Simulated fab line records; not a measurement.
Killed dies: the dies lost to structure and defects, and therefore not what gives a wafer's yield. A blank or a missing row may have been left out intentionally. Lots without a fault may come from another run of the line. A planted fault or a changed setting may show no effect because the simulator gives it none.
8D (eight disciplines) problem report, filled in by code ; flow sky130 ; the parts of the form that need people (team, actions taken, sign-off) are left out

## 1. THE PROBLEM
Across 6 wafers from 2 lots, NWELL_TW at SKY_NWELL_TW_MEAS_15 averages 3377, while fault-free wafers read 1817 with a standard deviation of 10. That is +99 or more standard deviations from the usual mean.
Seen first at day 9 05:28 on film_metro-02, wafer L803.1. The record holds 33 wafers of 11 lots with a number at this step. Rule for "out" (also "out of limits"): further than 4 standard deviations from the usual mean. Any other wafer with a number is counted as sound.

## 2. WHAT THIS IS AND IS NOT
question;is;is not
which readings at this step;NWELL_TW;-
which lots;L803, L805;L784, L789, L790, L791, L793, L794, L795, L796, L797
which wafers of those lots;all that have a number;-
read on which gauges;film_metro-02;film_metro-03, film_metro-04
when;from day 9 05:28;up to then (27 sound wafers)

## 3. SUSPECTS, AND WHAT RULES EACH OUT
Counting: a tool at any process step up to the reading remains a suspect when it ran all the lots that are out and ran no sound lot after the first of those.
- the gauge at SKY_NWELL_TW_MEAS_15: ruled out. All the wafers that are out were read on film_metro-02, but those of them that SKY_NWELL_IMPLANT_11 has rows for are out there too, on other tools.
- implanter-02 at SKY_NWELL_IMPLANT_11: kept. Every lot that is out went through it, starting with L803 (day 9 04:55), and after that it ran no sound lot; the last sound lot it ran before then is L794 (day 6 23:27). Out on those wafers are its own readings of beam_on_s, dose_ions_cm2, faraday_current_uA.
After counting, what remains is implanter-02 at SKY_NWELL_IMPLANT_11.

## 4. THE CAUSE (what the simulator had put in)
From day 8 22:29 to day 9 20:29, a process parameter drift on implanter-02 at SKY_NWELL_IMPLANT_11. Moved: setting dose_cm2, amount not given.
This tool alone remained once counting was done.

## 5. THE CHAIN OF EFFECTS, in route order
One row per reading whose mean, taken over the struck wafers that have a number, lies over 3 standard deviations from the usual. Only readings for which the record gives a usual standard deviation are gone through. hours: the time from each lot's start at the first step in this table that gives one to its start at this step, as a median over the lots. sigmas: the change in usual standard deviations.
hours;step;reading;usual;on struck wafers;change;sigmas
0;SKY_NWELL_IMPLANT_11;beam_on_s;10.00 s;56.92;+46.92;+99 or more
0;SKY_NWELL_IMPLANT_11;dose_ions_cm2;1.9002e+13;1.4234e+14;+1.2334e+14;+99 or more
0;SKY_NWELL_IMPLANT_11;faraday_current_uA;107.2;141.3;+34.1;+15
1;SKY_NWELL_TW_MEAS_15;NWELL_TW;1817;3377;+1560;+99 or more
23;SKY_NWELL_RS_MEAS_29;NWELL_RS;624.4 ohm/sq;203.4;-421.0;-99 or more
Process steps it contains:
- SKY_NWELL_IMPLANT_11

## 6. WHAT WOULD HAVE CAUGHT IT SOONER
In this record the first reading out of limits at a measuring or inspecting step was taken at day 9 05:28, 7 hours after the fault began at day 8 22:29.
At SKY_NWELL_IMPLANT_11, the tool's own readings (beam_on_s, dose_ions_cm2, faraday_current_uA) were out on each struck wafer the step has a row for, so an alarm limit on them would have fired on the first such wafer.
L805, from the lots that are out (2), started SKY_NWELL_IMPLANT_11 on implanter-02 later than day 9 05:28. A tool hold placed at that time would have kept it from harm.
